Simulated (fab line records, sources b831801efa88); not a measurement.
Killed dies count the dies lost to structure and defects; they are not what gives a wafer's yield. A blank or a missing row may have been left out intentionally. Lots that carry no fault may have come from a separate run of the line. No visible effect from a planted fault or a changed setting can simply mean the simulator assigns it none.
A lot that was struck, set against a sound lot	flow gf180mcu	16 steps out of a route of 602
Sound: these wafers, L316.1, L316.2, L316.6. Wafers struck: L323.2, L323.5, L323.6. At the end, the cause is stated.
At each step with rows: each side's tool, then ch and its chambers, then its first start. Under that, the readings that differ: sound wafers	struck wafers	difference of the means	sigmas: that difference in standard deviations of wafers without a fault.
alike: readings with means less than 2 such deviations apart, plus words and numbers identical on both sides. not compared: withheld readings, readings lacking a value on some wafer, bounds such as >300 that could conceal the same value, and numbers that have no deviation in the record and whose values overlap.
Wherever a step has rows on one side only, a row that says differs or no value, or a row with sigmas, the two part there. Non-overlapping numbers with no deviation appear without sigmas and do not part them. Lack of a reading on every wafer of one side parts them only where that side has two or more wafers.

GF_M2_SPUTTER_04: material TiN, target thk 50 nm, time 41.7 s.
  sound: pvd-sputter-02 at day 19 15:34; struck: pvd-sputter-01 at day 22 09:56
  alike: throttle-valve-pct
GF_M2_RS_MEAS_05: the measuring method here is four-point-probe.
  sound: film-metro-03 at day 19 15:36; struck: film-metro-04 at day 22 09:59
reading	sound	struck	difference	sigmas
M2_ALCU_RS (ohm/sq)	0.0675 0.0685 0.0692	0.0700 0.0699 0.0698	+0.0015	+2
GF_M2_THK_MEAS_06: measures by xrf.
  sound: film-metro-03 at day 19 15:43; struck: film-metro-04 at day 22 10:06
reading	sound	struck	difference	sigmas
M2_ALCU_THK (nm)	462 453 450	438 439 440	-16	-3
then, 7 steps without rows for these wafers: GF_M2_DEHYDRATE_07 (time 60 s); GF_M2_HMDS_08 (prime time 60 s); GF_M2_COAT_09 (resist thk 1000 nm); GF_M2_SOFTBAKE_10 (time 60 s); GF_M2_EXPOSE_11 (exposes mask Metal2, target cd 280 nm); GF_M2_PEB_12 (peb time 90 s); GF_M2_DEVELOP_13 (develop time 60 s).
GF_M2_CD_MEAS_14: the cd target is 280 nm.
  sound: cd-sem-02 at day 20 14:55; struck: cd-sem-01 at day 23 08:38
  alike: cd-nm
GF_M2_OVL_MEAS_15:
  sound: overlay-01 at day 20 15:02; struck: overlay-02 at day 23 08:44
  alike: M2_OVL
GF_M2_METAL_ETCH_16: etches the open film in Cl2/BCl3, stops on SiO2, target depth 750.8 nm, time 125.1 s.
  sound on rie-metal-02 ch 0,1, day 20 15:04; struck on rie-metal-02 ch 0,1, day 23 08:46
reading	sound	struck	difference	sigmas
oes-product-au (a.u.)	0.992 0.989 0.989	0.906 0.917 0.903	-0.081	-14
rf-fwd-power-W (W)	798.5 795.4 793.2	666.6 665.6 670.2	-128.2	-44
throttle-valve-pct (%)	28.250 28.229 28.240	28.319 28.304 28.340	+0.081	+8
model.KrF_of_M2_COAT_09.thk-nm (nm)	684.1 682.6 683.4	728.6 724.8 727	+43.4	
  alike: drypump-motor-current-A
  not compared: rf-hours-counter-h
GF_M2_STRIP_17: strips in O2/N2.
  sound on plasma-asher-01 ch 0,1, day 20 15:11; struck on plasma-asher-01 ch 0,1, day 23 08:54
reading	sound	struck	difference	sigmas
oes-product-au (a.u.)	0.541 0.537 0.538	0.553 0.554 0.558	+0.016	+3
strip-time-to-endpoint-s (s)	7.36 7.36 7.34	7.83 7.78 7.79	+0.45	+11
  alike: drypump-motor-current-A, heater-power-w
  not compared: rf-hours-counter-h
then, 2 steps without rows for these wafers: GF_M2_STRIP_18 (strips in post etch residue remover, time 1200 s); GF_PASSIVATION_PROBE_99.

== WHERE THEY PART ==
First at GF_M2_RS_MEAS_05; last, within this record, at GF_M2_STRIP_17.

WHY: what the simulator had put in
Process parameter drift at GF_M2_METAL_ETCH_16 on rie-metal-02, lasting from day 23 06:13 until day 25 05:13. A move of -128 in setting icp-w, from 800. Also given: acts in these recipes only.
